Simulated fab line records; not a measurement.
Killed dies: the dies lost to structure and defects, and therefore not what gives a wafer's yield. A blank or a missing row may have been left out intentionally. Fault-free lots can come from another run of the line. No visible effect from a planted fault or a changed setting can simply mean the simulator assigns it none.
Chamber matching / flow gf180mcu / 4 sister chambers for GF_STI_ETCH_14 on rie si-02
The step etches Si in HBr/Cl2/O2, target depth 360 nm, time 102.9 s. 8 wafers are shown with their chamber, then 8 later ones without.

## WAFERS PAIRED WITH THEIR CHAMBERS
wafer=L830.2; chamber=1; drypump motor current A (A)=6.1; throttle valve pct (%)=25.655
wafer=L835.1; chamber=2; drypump motor current A (A)=6.2; throttle valve pct (%)=25.659
wafer=L835.2; chamber=1; drypump motor current A (A)=6.2; throttle valve pct (%)=25.659
wafer=L835.4; chamber=3; drypump motor current A (A)=6.1; throttle valve pct (%)=25.664
wafer=L838.2; chamber=0; drypump motor current A (A)=5.7; throttle valve pct (%)=25.653
wafer=L838.4; chamber=2; drypump motor current A (A)=6.2; throttle valve pct (%)=25.668
wafer=L838.6; chamber=0; drypump motor current A (A)=5.7; throttle valve pct (%)=25.666
wafer=L849.1; chamber=3; drypump motor current A (A)=6.1; throttle valve pct (%)=25.667

## WAFERS WITHOUT THEIR CHAMBER
wafer=L849.3; drypump motor current A (A)=6.2; throttle valve pct (%)=25.654
wafer=L849.6; drypump motor current A (A)=6.2; throttle valve pct (%)=25.677
wafer=L850.1; drypump motor current A (A)=6.1; throttle valve pct (%)=25.669
wafer=L850.3; drypump motor current A (A)=5.7; throttle valve pct (%)=25.673
wafer=L850.6; drypump motor current A (A)=6.0; throttle valve pct (%)=25.662
wafer=L851.1; drypump motor current A (A)=6.1; throttle valve pct (%)=25.665
wafer=L851.4; drypump motor current A (A)=5.8; throttle valve pct (%)=25.650
wafer=L851.6; drypump motor current A (A)=6.2; throttle valve pct (%)=25.671

## WHICH CHAMBER EACH WENT THROUGH
wafer=L849.3; from the rows above=can't be placed: 1 or 2 or 3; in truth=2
wafer=L849.6; from the rows above=can't be placed: 2 or 3 or 1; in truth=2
wafer=L850.1; from the rows above=can't be placed: 3 or 1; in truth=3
wafer=L850.3; from the rows above=0; in truth=0
wafer=L850.6; from the rows above=can't be placed: 3 or 1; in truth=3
wafer=L851.1; from the rows above=can't be placed: 3 or 1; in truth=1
wafer=L851.4; from the rows above=0; in truth=0
wafer=L851.6; from the rows above=can't be placed: 2 or 1 or 3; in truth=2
Correctly placed: 2 of 8. From these rows, 6 cannot be placed; in 6 the true chamber is one of the candidates. Placed wrongly: 0.
How it was worked out, from the rows above alone: a wafer's distance from a chamber is the root of the sum, over the readings, of the square of ((its reading less the chamber's mean) divided by the reading's scatter). The wafer belongs to the nearest chamber; if the next one is less than 2 further off, it can't be placed. For every chamber, the mean is computed from those of its wafers that are shown. How the scatter is found: for the shown wafers, subtract from each reading the mean of its chamber, square and add these, divide the total by (wafers less chambers), then take the root.
